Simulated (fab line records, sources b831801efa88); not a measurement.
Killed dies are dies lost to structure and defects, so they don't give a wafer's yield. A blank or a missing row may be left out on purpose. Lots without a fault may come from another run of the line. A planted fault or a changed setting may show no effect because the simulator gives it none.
Chamber matching | flow gf180mcu | GF_V1_CMP_04 on cmp-01: 4 sister chambers
The step polishes SiO2. 14 wafers are shown with their chamber, then 7 later ones without.

WAFERS WITH THEIR CHAMBER
wafer  | chamber | motor_current_A (A) | time_to_endpoint_s (s) | retaining_ring_pressure_frac
L822.3 | 1       | 11.9                | 89                     | 0.991
L822.4 | 0       | 10.4                | 80                     | 1.003
L822.5 | 2       | 10.7                | 83                     | 0.992
L823.2 | 2       | 10.8                | 78                     | 0.998
L823.4 | 0       | 10.3                | 87                     | 1.000
L823.6 | 3       | 13.0                | 85                     | 1.002
L824.1 | 2       | 10.4                | 74                     | 0.994
L824.2 | 3       | 12.7                | 77                     | 1.001
L824.4 | 1       | 11.7                | 89                     | 1.001
L831.3 | 0       | 11.0                | 74                     | 1.009
L831.4 | 2       | 10.7                | 79                     | 1.000
L831.6 | 0       | 10.5                | 84                     | 1.003
L835.1 | 3       | 12.2                | 80                     | 1.000
L835.2 | 1       | 11.6                | 90                     | 0.987

SIGNATURES (means of the wafers above)
reading                      | chamber 0 | chamber 1 | chamber 2 | chamber 3 | scatter within a chamber
motor_current_A              | 10.550    | 11.733    | 10.650    | 12.633    | 0.274
time_to_endpoint_s           | 81.25     | 89.33     | 78.50     | 80.67     | 4.11
retaining_ring_pressure_frac | 1.00375   | 0.99300   | 0.99600   | 1.00100   | 0.00434
Rule: a wafer's distance from a chamber is the root of the sum, over the readings, of the square of ((its reading less the chamber's mean) divided by the reading's scatter). The wafer belongs to the nearest chamber; if the next one is less than 2 further off, it can't be placed. The scatter: the root of (the sum of the squares of (reading less its chamber's mean) over the shown wafers, divided by (wafers less chambers)).

WAFERS WITHOUT THEIR CHAMBER
wafer  | motor_current_A (A) | time_to_endpoint_s (s) | retaining_ring_pressure_frac
L835.5 | 12.4                | 88                     | 0.995
L843.1 | 10.4                | 83                     | 1.005
L843.2 | 12.7                | 88                     | 0.992
L843.3 | 12.2                | 90                     | 0.993
L844.2 | 12.1                | 88                     | 1.000
L844.5 | 10.7                | 82                     | 0.997
L844.6 | 11.4                | 99                     | 1.000

WHICH CHAMBER EACH WENT THROUGH
wafer  | from the rows above     | in truth
L835.5 | can't be placed: 3 or 1 | 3
L843.1 | can't be placed: 0 or 2 | 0
L843.2 | can't be placed: 3 or 1 | 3
L843.3 | can't be placed: 1 or 3 | 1
L844.2 | can't be placed: 1 or 3 | 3
L844.5 | can't be placed: 2 or 0 | 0
L844.6 | 1                       | 1
Placed correctly: 1 of 7. Can't be placed from these rows: 6 (the true chamber is among the candidates in 6). Placed wrongly: 0.
